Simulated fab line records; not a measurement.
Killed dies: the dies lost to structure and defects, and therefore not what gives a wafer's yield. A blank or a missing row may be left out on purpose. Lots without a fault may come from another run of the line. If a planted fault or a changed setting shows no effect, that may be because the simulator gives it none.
fab line records ; flow gf180mcu
record: lots: 15; wafers: 45; lastDay: 35
route steps=602 shown STI@24 M1@329 V1@336
lots that met no fault: taken from a fault-free run of the same line
startH: start of the lot's first displayed wafer, in hours after the record's first day ; waitH: time in hours since the lot's previous step ; " unchanged from the row above ; L1.1+2: a single row standing in for several wafers ; - value missing, or start not given ; * or withheld: withheld ; < > ~ a bound
route shown NAME@n: a module of which the file shows steps, and the number in the route of the first ; usual: mean/standard deviation of fault-free wafers ; same: alike in all rows ; chamber/n: place in a boat ; sites: the reading at each site ; _std_site: their standard deviation ; _edge_site: outer sites' mean less inner sites' ; radiusMm: for every site, how far away it sits from the centre of the wafer ; mask NAME#n: copy n ; behind: the tool/chamber that last shaped the wafer ; hold: what put the lot on hold/how long, in hours/how the hold closed ; device: which transistor (n, p or np) failed to switch ; end of line: the same wafers' tests at the end of the route ; a step with no rows: only its recipe ; killed: not the wafer's yield, but the dies lost to structure and defects at the first sort ; map: shows each die of a wafer: x if killed, . if not, _ if none is there
set.NAME: the run value of the setting; set.NAME@STEP: its run value at that earlier step ; model.NAME: the simulator's own value behind a step, which no gauge read
route steps across a sampled set of lots; one table per step, one row per wafer
services: from which hour (startH, from the record's first day; less than 0 if before it) a tool's chamber was out of use, for how many hours, and why
== steps ==
step: GF_STI_CVD_23
recipe: material: SiO2; targetThkNm: 650; sigmaOpenFrac: 0.3; timeS: 108.3; tempC: 600; sih4FlowSccm: 60; pressureMtorr: 6
lot.wafer;tool;chamber;startH;waitH
L524.2+4+6;hdpcvd-01;0,1,2;29.00;0.0
L525.1+4+6;hdpcvd-02;0,1,0;34.09;0.1
L527.1+4+6;hdpcvd-02;2,0,2;45.01;0.1
L529.1+2+4;hdpcvd-01;0,1,0;56.17;0.1
L530.1+2+4;hdpcvd-02;2,0,2;63.32;0.1
L531.1+3+6;hdpcvd-02;2,0,1;64.45;0.1
L534.2+4+6;hdpcvd-01;2,2,0;77.52;0.0
L536.1+3+5;hdpcvd-02;1,2,0;91.28;0.1
L538.4+5+6;hdpcvd-01;0,1,2;99.16;0.1
L540.1+2+3;hdpcvd-01;1,2,0;111.87;0.1
L541.1+2+6;hdpcvd-01;1,0,2;114.92;0.1
L542.2+3+4;hdpcvd-01;0,1,0;122.45;0.0
L545.3+5+6;hdpcvd-02;0,1,0;136.76;0.0
L546.3+4+6;hdpcvd-02;2,2,1;143.34;0.0
L547.2+3+6;hdpcvd-02;1,0,0;149.39;0.0
step: GF_STI_THK_MEAS_24
recipe: reads: SiO2_of_STI_CVD_23
usual: STI_CVD_23_THK: 645/6.1
lot.wafer;tool;chamber;startH;waitH;STI_CVD_23_THK[nm]
L524.2;filmMetro-01;-;29.08;0.0;650
L524.4;filmMetro-01;-;29.08;0.0;638
L524.6;filmMetro-01;-;29.08;0.0;644
L525.1;filmMetro-01;-;34.17;0.0;647
L525.4;filmMetro-01;-;34.17;0.0;646
L525.6;filmMetro-01;-;34.17;0.0;643
L527.1;filmMetro-01;-;45.09;0.0;635
L527.4;filmMetro-01;-;45.09;0.0;655
L527.6;filmMetro-01;-;45.09;0.0;637
L529.1;filmMetro-01;-;56.25;0.0;642
L529.2;filmMetro-01;-;56.25;0.0;647
L529.4;filmMetro-01;-;56.25;0.0;649
L530.1;filmMetro-01;-;63.40;0.0;634
L530.2;filmMetro-01;-;63.40;0.0;648
L530.4;filmMetro-01;-;63.40;0.0;647
L531.1;filmMetro-03;-;64.53;0.0;639
L531.3;filmMetro-03;-;64.53;0.0;653
L531.6;filmMetro-03;-;64.53;0.0;659
L534.2;filmMetro-03;-;77.61;0.0;647
L534.4;filmMetro-03;-;77.61;0.0;652
L534.6;filmMetro-03;-;77.61;0.0;654
L536.1;filmMetro-01;-;91.35;0.0;649
L536.3;filmMetro-01;-;91.35;0.0;632
L536.5;filmMetro-01;-;91.35;0.0;642
L538.4;filmMetro-01;-;99.23;0.0;647
L538.5;filmMetro-01;-;99.23;0.0;642
L538.6;filmMetro-01;-;99.23;0.0;656
L540.1;filmMetro-02;-;111.95;0.0;632
L540.2;filmMetro-02;-;111.95;0.0;650
L540.3;filmMetro-02;-;111.95;0.0;690
L541.1;filmMetro-03;-;114.99;0.0;640
L541.2;filmMetro-03;-;114.99;0.0;691
L541.6;filmMetro-03;-;114.99;0.0;647
L542.2;filmMetro-02;-;122.54;0.0;694
L542.3;filmMetro-02;-;122.54;0.0;645
L542.4;filmMetro-02;-;122.54;0.0;692
L545.3;filmMetro-03;-;136.86;0.1;647
L545.5;filmMetro-03;-;136.86;0.1;656
L545.6;filmMetro-03;-;136.86;0.1;651
L546.3;filmMetro-02;-;143.44;0.1;634
L546.4;filmMetro-02;-;143.44;0.1;642
L546.6;filmMetro-02;-;143.44;0.1;644
L547.2;filmMetro-03;-;149.48;0.0;648
L547.3;filmMetro-03;-;149.48;0.0;650
L547.6;filmMetro-03;-;149.48;0.0;646
step: GF_M1_CD_MEAS_14
recipe: targetCdNm: 230
usual: cdNm: 229.9/1.2
lot.wafer;tool;chamber;startH;waitH;cdNm
L524.2;cdSem-01;-;391.71;0.1;227.6
L524.4;cdSem-01;-;391.71;0.1;229.3
L524.6;cdSem-01;-;391.71;0.1;228.6
L525.1;cdSem-02;-;414.90;0.1;230.3
L525.4;cdSem-02;-;414.90;0.1;230.0
L525.6;cdSem-02;-;414.90;0.1;231.2
L527.1;cdSem-02;-;429.04;0.1;227.4
L527.4;cdSem-02;-;429.04;0.1;228.3
L527.6;cdSem-02;-;429.04;0.1;227.2
L529.1;cdSem-02;-;446.90;0.1;229.9
L529.2;cdSem-02;-;446.90;0.1;231.7
L529.4;cdSem-02;-;446.90;0.1;230.0
L530.1;cdSem-02;-;461.55;0.1;230.5
L530.2;cdSem-02;-;461.55;0.1;230.1
L530.4;cdSem-02;-;461.55;0.1;231.1
L531.1;cdSem-02;-;483.69;0.1;231.6
L531.3;cdSem-02;-;483.69;0.1;231.6
L531.6;cdSem-02;-;483.69;0.1;232.9
L534.2;cdSem-01;-;486.38;0.1;229.3
L534.4;cdSem-01;-;486.38;0.1;228.6
L534.6;cdSem-01;-;486.38;0.1;229.9
L536.1;cdSem-02;-;510.45;0.1;232.0
L536.3;cdSem-02;-;510.45;0.1;231.9
L536.5;cdSem-02;-;510.45;0.1;231.4
L538.4;cdSem-01;-;521.61;0.1;229.8
L538.5;cdSem-01;-;521.61;0.1;230.0
L538.6;cdSem-01;-;521.61;0.1;229.5
L540.1;cdSem-02;-;541.85;0.1;229.5
L540.2;cdSem-02;-;541.85;0.1;229.6
L540.3;cdSem-02;-;541.85;0.1;229.5
L541.1;cdSem-02;-;542.30;0.1;230.9
L541.2;cdSem-02;-;542.30;0.1;230.0
L541.6;cdSem-02;-;542.30;0.1;230.3
L542.2;cdSem-02;-;561.10;0.1;229.6
L542.3;cdSem-02;-;561.10;0.1;229.3
L542.4;cdSem-02;-;561.10;0.1;229.6
L545.3;cdSem-02;-;581.49;0.1;230.0
L545.5;cdSem-02;-;581.49;0.1;229.7
L545.6;cdSem-02;-;581.49;0.1;229.8
L546.3;cdSem-02;-;587.02;0.1;230.0
L546.4;cdSem-02;-;587.02;0.1;227.4
L546.6;cdSem-02;-;587.02;0.1;231.1
L547.2;cdSem-02;-;592.72;0.1;229.5
L547.3;cdSem-02;-;592.72;0.1;230.9
L547.6;cdSem-02;-;592.72;0.1;231.3
step: GF_V1_THK_MEAS_01
recipe: reads: SiO2_of_V1_CVD_00
usual: V1_CVD_00_THK: 596/6.8
lot.wafer;tool;chamber;startH;waitH;V1_CVD_00_THK[nm]
L524.2;filmMetro-01;-;392.62;0.0;597
L524.4;filmMetro-01;-;392.62;0.0;592
L524.6;filmMetro-01;-;392.62;0.0;599
L525.1;filmMetro-02;-;415.92;0.0;594
L525.4;filmMetro-02;-;415.92;0.0;590
L525.6;filmMetro-02;-;415.92;0.0;593
L527.1;filmMetro-02;-;429.93;0.0;594
L527.4;filmMetro-02;-;429.93;0.0;593
L527.6;filmMetro-02;-;429.93;0.0;604
L529.1;filmMetro-01;-;447.86;0.0;588
L529.2;filmMetro-01;-;447.86;0.0;589
L529.4;filmMetro-01;-;447.86;0.0;587
L530.1;filmMetro-03;-;462.44;0.0;597
L530.2;filmMetro-03;-;462.44;0.0;595
L530.4;filmMetro-03;-;462.44;0.0;598
L531.1;filmMetro-01;-;484.68;0.1;604
L531.3;filmMetro-01;-;484.68;0.1;598
L531.6;filmMetro-01;-;484.68;0.1;605
L534.2;filmMetro-01;-;487.26;0.0;592
L534.4;filmMetro-01;-;487.26;0.0;588
L534.6;filmMetro-01;-;487.26;0.0;588
L536.1;filmMetro-02;-;511.45;0.0;599
L536.3;filmMetro-02;-;511.45;0.0;589
L536.5;filmMetro-02;-;511.45;0.0;591
L538.4;filmMetro-03;-;522.68;0.0;594
L538.5;filmMetro-03;-;522.68;0.0;594
L538.6;filmMetro-03;-;522.68;0.0;605
L540.1;filmMetro-02;-;542.77;0.0;591
L540.2;filmMetro-02;-;542.77;0.0;596
L540.3;filmMetro-02;-;542.77;0.0;601
L541.1;filmMetro-02;-;543.23;0.0;590
L541.2;filmMetro-02;-;543.23;0.0;597
L541.6;filmMetro-02;-;543.23;0.0;603
L542.2;filmMetro-03;-;561.98;0.0;603
L542.3;filmMetro-03;-;561.98;0.0;606
L542.4;filmMetro-03;-;561.98;0.0;598
L545.3;filmMetro-02;-;582.36;0.1;586
L545.5;filmMetro-02;-;582.36;0.1;588
L545.6;filmMetro-02;-;582.36;0.1;595
L546.3;filmMetro-03;-;587.89;0.1;600
L546.4;filmMetro-03;-;587.89;0.1;601
L546.6;filmMetro-03;-;587.89;0.1;596
L547.2;filmMetro-03;-;593.60;0.0;596
L547.3;filmMetro-03;-;593.60;0.0;602
L547.6;filmMetro-03;-;593.60;0.0;599
step: GF_V1_CD_MEAS_14
recipe: targetCdNm: 260
usual: cdNm: 260.3/1.3
lot.wafer;tool;chamber;startH;waitH;cdNm
L524.2;cdSem-02;-;416.27;0.1;258.3
L524.4;cdSem-02;-;416.27;0.1;260.4
L524.6;cdSem-02;-;416.27;0.1;260.4
L525.1;cdSem-01;-;440.05;0.1;261.0
L525.4;cdSem-01;-;440.05;0.1;259.9
L525.6;cdSem-01;-;440.05;0.1;260.6
L527.1;cdSem-02;-;455.71;0.1;260.0
L527.4;cdSem-02;-;455.71;0.1;261.0
L527.6;cdSem-02;-;455.71;0.1;259.4
L529.1;cdSem-02;-;473.01;0.1;259.8
L529.2;cdSem-02;-;473.01;0.1;259.6
L529.4;cdSem-02;-;473.01;0.1;259.2
L530.1;cdSem-02;-;486.71;0.1;259.2
L530.2;cdSem-02;-;486.71;0.1;258.8
L530.4;cdSem-02;-;486.71;0.1;258.5
L531.1;cdSem-02;-;509.95;0.1;259.7
L531.3;cdSem-02;-;509.95;0.1;260.7
L531.6;cdSem-02;-;509.95;0.1;259.9
L534.2;cdSem-02;-;511.97;0.1;260.0
L534.4;cdSem-02;-;511.97;0.1;259.8
L534.6;cdSem-02;-;511.97;0.1;260.8
L536.1;cdSem-01;-;534.65;0.1;261.7
L536.3;cdSem-01;-;534.65;0.1;261.4
L536.5;cdSem-01;-;534.65;0.1;261.9
L538.4;cdSem-01;-;545.86;0.1;258.6
L538.5;cdSem-01;-;545.86;0.1;258.7
L538.6;cdSem-01;-;545.86;0.1;257.9
L540.1;cdSem-02;-;565.66;0.1;260.3
L540.2;cdSem-02;-;565.66;0.1;261.5
L540.3;cdSem-02;-;565.66;0.1;260.9
L541.1;cdSem-02;-;566.35;0.1;262.4
L541.2;cdSem-02;-;566.35;0.1;261.2
L541.6;cdSem-02;-;566.35;0.1;263.1
L542.2;cdSem-02;-;584.68;0.1;261.1
L542.3;cdSem-02;-;584.68;0.1;260.9
L542.4;cdSem-02;-;584.68;0.1;259.9
L545.3;cdSem-01;-;605.00;0.1;260.4
L545.5;cdSem-01;-;605.00;0.1;260.6
L545.6;cdSem-01;-;605.00;0.1;260.1
L546.3;cdSem-01;-;610.84;0.1;260.2
L546.4;cdSem-01;-;610.84;0.1;261.1
L546.6;cdSem-01;-;610.84;0.1;260.8
L547.2;cdSem-01;-;615.68;0.1;260.2
L547.3;cdSem-01;-;615.68;0.1;262.3
L547.6;cdSem-01;-;615.68;0.1;261.8
== services ==
tool;chamber;startH;hours;kind
hdpcvd-02;-;123.72;0.6;repair
hdpcvd-01;-;142.09;3.4;repair
== key ==
firstSign: step: GF_STI_THK_MEAS_24; reading: STI_CVD_23_THK; direction: up; sigmas: 7.7; usual: 645; struck: 692
effect none on later readings
metAt GF_STI_CVD_23
struckLots L540,L541,L542
struckWafers L540.3,L541.2,L542.2,L542.4
testerLeftOut L540,L541,L542
notActingAt GF_M1_CD_MEAS_14,GF_V1_THK_MEAS_01,GF_V1_CD_MEAS_14
onsetBetween 99.16 111.87
fault: kind: processParameterDrift; tool: hdpcvd-01; chamber: 0; onsetH: 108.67; steps: GF_STI_CVD_23; channel: targetThkNm; offset: 47.207; shape: step; endH: 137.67; actsIn: theseRecipesOnly; stated: 650
testerLeftOut: of these lots the tester's yield and bins aren't shown, on N5 and GAA mostly nor the transistor test; their killed dies are dies lost to structure and defects alone, not to doping, threshold or leakage, so they don't give the yield
